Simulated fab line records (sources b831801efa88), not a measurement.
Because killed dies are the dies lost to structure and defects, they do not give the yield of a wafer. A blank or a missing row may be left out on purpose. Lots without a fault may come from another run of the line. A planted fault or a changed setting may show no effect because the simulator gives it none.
Problem report in the 8D (eight disciplines) form, filled by code -- flow gf180mcu -- the parts of the form that need people (team, actions taken, sign-off) are left out

## 1. THE PROBLEM
Wafers free of any fault read 10.83 nm (standard deviation 0.21) for DUAL_GATE_OXIDATION_00_THK at GF_DUAL_GATE_THK_MEAS_03, against a mean of 9.44 nm on 6 wafers of 2 lots. Measured from the usual mean, that is -6.6 standard deviations.
First seen on wafer L272.1, day 12 03:52, on film-metro-02. The record has a number at this step for 39 wafers belonging to 13 lots. The rule behind "out" and "out of limits": a value lying over 4 standard deviations away from the usual mean. All remaining wafers that have a number are taken as sound.

## 2. WHAT IT IS; WHAT IT IS NOT
question,is,is not
which readings at this step,DUAL_GATE_OXIDATION_00_THK,-
which lots,"L272, L273","L257, L258, L259, L261, L262, L263, L264, L268, L276, L277, L279"
which wafers of those lots,all that have a number,-
read on which gauges,"film-metro-01, film-metro-02",film-metro-03
when,from day 12 03:52,"up to then (24 sound wafers); but 9 sound wafers of L276, L277, L279 came after"

## 3. SUSPECTS, AND WHAT RULES EACH OUT
Counting: a tool at any process step up to the reading remains a suspect when it ran all the lots that are out and ran no sound lot after the first of those.
- the gauge at GF_DUAL_GATE_THK_MEAS_03 has been ruled out. Those wafers that are out were read across 2 gauges (film-metro-01, film-metro-02).
- furnace-01 at GF_DUAL_GATE_OXIDATION_02 (stabilise 600 s, purge 300 s, target thk 10.887 nm): kept. It ran every lot that is out, first L272 (day 12 02:25), and no sound lot after that; its last sound lot up to then is L262 (day 9 09:41). Its own spike-tc-bottom-C, spike-tc-centre-C, spike-tc-lower-C, spike-tc-top-C, spike-tc-upper-C, tube-center-temp-C, tube_center_temp_C_max readings are out on those wafers.
Left after counting: furnace-01 at GF_DUAL_GATE_OXIDATION_02.

## 4. THE CAUSE (what the simulator had put in)
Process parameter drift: furnace-01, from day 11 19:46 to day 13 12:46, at GF_DUAL_GATE_OXIDATION_02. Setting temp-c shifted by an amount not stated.
This tool alone remained once counting was done.

## 5. THE CHAIN OF EFFECTS, in route order
Rows list readings where the struck wafers' mean (over those with a number) sits beyond 3 standard deviations from the usual. Only readings for which the record gives a usual standard deviation are gone through. hours: the time from each lot's start at the first step in this table that gives one to its start at this step, as a median over the lots. sigmas: the change in usual standard deviations.
hours,step,reading,usual,on struck wafers,change,sigmas
0,GF_DUAL_GATE_OXIDATION_02,spike-tc-bottom-C,918.0 C,903.7,-14.3,-14
0,GF_DUAL_GATE_OXIDATION_02,spike-tc-centre-C,900.9 C,885.7,-15.2,-15
0,GF_DUAL_GATE_OXIDATION_02,spike-tc-lower-C,900.2 C,888.2,-12.0,-7.1
0,GF_DUAL_GATE_OXIDATION_02,spike-tc-top-C,910.4 C,893.2,-17.2,-7.2
0,GF_DUAL_GATE_OXIDATION_02,spike-tc-upper-C,899.6 C,885.1,-14.5,-12
0,GF_DUAL_GATE_OXIDATION_02,tube-center-temp-C,900.01 C,885.50,-14.51,-99 or more
0,GF_DUAL_GATE_OXIDATION_02,tube_center_temp_C_max,902.4,888.1,-14.3,-36
1,GF_DUAL_GATE_THK_MEAS_03,DUAL_GATE_OXIDATION_00_THK,10.83 nm,9.44,-1.39,-6.6
Its process steps:
- GF_DUAL_GATE_OXIDATION_02: stabilise 600 s, purge 300 s, target thk 10.887 nm.
Later measuring or inspecting steps at which every struck wafer that the step has a row for has a number for every such reading, and none has moved that far: GF_HV_LDD_OVL_MEAS_20, GF_HV_LDD_OVL_MEAS_32.

## 6. WHAT WOULD HAVE CAUGHT IT SOONER
In this record the first reading out of limits at a measuring or inspecting step was taken at day 12 03:52, 8 hours after the fault began at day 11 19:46.
At GF_DUAL_GATE_OXIDATION_02, the tool's own readings (spike-tc-bottom-C, spike-tc-centre-C, spike-tc-lower-C, spike-tc-top-C, spike-tc-upper-C, tube-center-temp-C, tube_center_temp_C_max) were out on each struck wafer the step has a row for, so an alarm limit on them would have fired on the first such wafer.
L273, from the lots that are out (2), started GF_DUAL_GATE_OXIDATION_02 on furnace-01 later than day 12 03:52. A hold on the tool at that time would have spared it.
